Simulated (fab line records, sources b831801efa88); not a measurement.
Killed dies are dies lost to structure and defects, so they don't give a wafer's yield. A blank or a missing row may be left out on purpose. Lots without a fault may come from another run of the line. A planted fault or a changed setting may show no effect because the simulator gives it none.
Which tool did it? | flow gf180mcu | 15 lots, 45 wafers sampled, at 4 steps of a route of 602

WHAT THE GAUGES READ, wafer by wafer
GF_PASSIVATION_THK_MEAS_01. Usual: PASSIVATION_CVD_00_THK 997 nm, standard deviation 16.
lot  | measured     | on            | PASSIVATION_CVD_00_THK (nm) | flag
L840 | day 28 01:09 | film_metro-02 | 994 1011 1014               |
L841 | day 28 06:04 | film_metro-03 | 1006 1009 1022              |
L842 | day 28 15:47 | film_metro-04 | 1004 990 1014               |
L844 | day 29 09:56 | film_metro-03 | 986 991 1003                |
L846 | day 30 01:02 | film_metro-04 | 1018 1014 992               |
L847 | day 30 08:27 | film_metro-02 | 1014 1031 1027              |
L848 | day 31 01:01 | film_metro-03 | 998 980 999                 |
L849 | day 31 03:58 | film_metro-02 | 990 989 989                 |
L852 | day 31 20:55 | film_metro-04 | 997 998 987                 |
L861 | day 33 21:37 | film_metro-02 | 989 995 1006                |
L862 | day 33 23:47 | film_metro-04 | 981 978 1011                |
L863 | day 34 06:18 | film_metro-04 | 980 1003 1007               |

GF_PASSIVATION_BOW_MEAS_14. Usual: PASSIVATION_BOW 136 um, standard deviation 9.3.
lot  | measured     | on            | PASSIVATION_BOW (um) | flag
L840 | day 28 22:20 | film_metro-04 | 121 138 134          |
L841 | day 29 04:10 | film_metro-03 | 121 137 125          |
L842 | day 29 12:50 | film_metro-04 | 119 117 129          |
L844 | day 30 07:02 | film_metro-03 | 128 119 140          |
L846 | day 30 20:53 | film_metro-04 | 133 125 138          |
L847 | day 31 04:10 | film_metro-03 | 146 161 152          |
L848 | day 31 20:32 | film_metro-04 | 127 126 134          |
L849 | day 31 23:19 | film_metro-04 | 142 136 146          |
L852 | day 32 16:13 | film_metro-04 | 152 139 132          |
L861 | day 34 14:55 | film_metro-04 | 143 138 129          |
L862 | day 34 16:44 | film_metro-03 | 130 129 135          |
L863 | day 34 23:06 | film_metro-04 | 130 144 139          |

WHICH TOOL RAN EACH LOT (tool, then ch and the chambers of the sampled wafers, then the start)
lot  | GF_DUAL_GATE_DEVELOP_10           | GF_PASSIVATION_ETCH_11
L840 | litho_track-02 ch 0, day 8 08:25  | rie_diel-04 ch 0,1,2, day 28 20:28
L841 | litho_track-01 ch 0, day 8 16:26  | rie_diel-04 ch 0,1,2, day 29 02:19
L842 | litho_track-01 ch 0, day 8 20:50  | rie_diel-02 ch 0,3, day 29 10:59
L844 | litho_track-02 ch 0, day 9 09:17  | rie_diel-01 ch 1,2,3, day 30 05:11
L846 | litho_track-02 ch 0, day 10 01:43 | rie_diel-02 ch 2,3, day 30 19:02
L847 | litho_track-02 ch 0, day 10 07:26 | rie_diel-01 ch 0,1, day 31 02:20
L848 | litho_track-03 ch 0, day 11 03:25 | rie_diel-02 ch 1,2, day 31 18:41
L849 | litho_track-03 ch 0, day 11 11:11 | rie_diel-02 ch 1,2,3, day 31 21:29
L850 | litho_track-03 ch 0, day 11 12:05 | -
L852 | litho_track-02 ch 0, day 11 21:10 | rie_diel-04 ch 0,2,3, day 32 14:26
L851 | litho_track-03 ch 0, day 11 21:28 | -
L854 | litho_track-03 ch 0, day 12 11:32 | -
L861 | litho_track-01 ch 0, day 14 11:50 | rie_diel-01 ch 1,2,3, day 34 13:05
L862 | litho_track-01 ch 0, day 14 12:49 | rie_diel-04 ch 0,3, day 34 14:53
L863 | litho_track-02 ch 0, day 14 23:35 | rie_diel-02 ch 0,1,2, day 34 21:13
- GF_DUAL_GATE_DEVELOP_10: develop time 60 s.
- GF_PASSIVATION_ETCH_11: etches the open film in CF4/O2, stops on TiN, target depth 1800 nm, time 400 s.

WHAT THE TOOLS THEMSELVES READ (means of the sampled wafers that have a number; where no wafer has one, the mark that the record gives instead)
GF_PASSIVATION_ETCH_11. Usual: drypump_motor_current_A 5.7 A, standard deviation 0.53; oes_product_au 0.963 a.u., standard deviation 0.0084; throttle_valve_pct 5.960 %, standard deviation 0.0084.
lot  | tool        | drypump_motor_current_A (A) | oes_product_au (a.u.) | throttle_valve_pct (%) | flag
L840 | rie_diel-04 | 6.1                         | 0.970                 | 5.956                  |
L841 | rie_diel-04 | 6.1                         | 0.969                 | 5.957                  |
L842 | rie_diel-02 | 5.3                         | 0.962                 | 5.956                  |
L844 | rie_diel-01 | 5.4                         | 0.960                 | 5.958                  |
L846 | rie_diel-02 | 5.7                         | 0.970                 | 5.965                  |
L847 | rie_diel-01 | 5.4                         | 0.969                 | 5.960                  |
L848 | rie_diel-02 | 5.7                         | 0.961                 | 5.960                  |
L849 | rie_diel-02 | 5.4                         | 0.952                 | 5.956                  |
L852 | rie_diel-04 | 6.1                         | 0.962                 | 5.951                  |
L861 | rie_diel-01 | 5.4                         | 0.963                 | 5.958                  |
L862 | rie_diel-04 | 5.8                         | 0.956                 | 5.959                  |
L863 | rie_diel-02 | 5.4                         | 0.960                 | 5.951                  |

THE ANSWER, worked out from the rows above alone
Rule: a lot is off if the mean of its wafers that have a number lies more than 3 standard deviations from the usual mean. A lot without any number at a reading at which 4 lots or more have one is off too. The other lots that the step has rows for count as sound. The gauges are gone through in route order, then the tools' own readings, and for those a lot's mean is taken as printed above. The first step at which some lot is off is used, and at that step the reading that is off furthest; a lot without a number counts as furthest.
No lot is off at any reading shown: from this, nothing can be told.

WHAT THE SIMULATOR HAD PUT IN
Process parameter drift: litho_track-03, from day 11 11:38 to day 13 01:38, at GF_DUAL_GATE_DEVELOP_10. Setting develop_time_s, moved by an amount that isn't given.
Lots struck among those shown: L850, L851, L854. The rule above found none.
